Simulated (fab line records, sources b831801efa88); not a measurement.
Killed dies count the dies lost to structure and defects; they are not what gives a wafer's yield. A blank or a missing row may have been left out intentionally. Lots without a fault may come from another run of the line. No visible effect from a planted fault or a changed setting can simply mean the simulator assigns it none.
Matching of chambers ; flow sky130 ; SKY_POLY_CUT_ETCH_10 on rie-diel-03: 4 sister chambers
The step etches BARC in N2/H2, stops on SiO2, time 45.9 s, target depth 60 nm. 4 wafers are shown with their chamber, then 7 later ones without.

EACH WAFER AND ITS CHAMBER
wafer;chamber;drypump-motor-current-A (A)
L866.3;3;6.1
L879.5;2;5.9
L881.1;1;6.0
L881.2;0;5.3

WAFERS WITHOUT THEIR CHAMBER
wafer;drypump-motor-current-A (A)
L881.6;6.1
L883.2;5.9
L883.3;6.2
L883.4;5.3
L887.1;5.3
L887.2;5.8
L887.4;6.0

WHICH CHAMBER EACH ONE RAN IN
wafer;from the rows above;in truth
L881.6;can't be placed: 3 or 1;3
L883.2;can't be placed: 2 or 1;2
L883.3;can't be placed: 3 or 1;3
L883.4;0;0
L887.1;0;0
L887.2;can't be placed: 2 or 1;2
L887.4;can't be placed: 1 or 2 or 3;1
Correct placement for 2 of the 7. Unplaceable from these rows: 5, with the true chamber sitting among the candidates in 5. Number placed wrongly: 0.
How it was worked out, from the rows above alone: a wafer's distance from a chamber is the root of the sum, over the readings, of the square of ((its reading less the chamber's mean) divided by the reading's scatter). The wafer belongs to the nearest chamber; if the next one is less than 2 further off, it can't be placed. For every chamber, the mean is computed from those of its wafers that are shown. The scatter: with one shown wafer a chamber, the root of the mean of the squares of how far each hidden wafer lies from its nearest shown one.
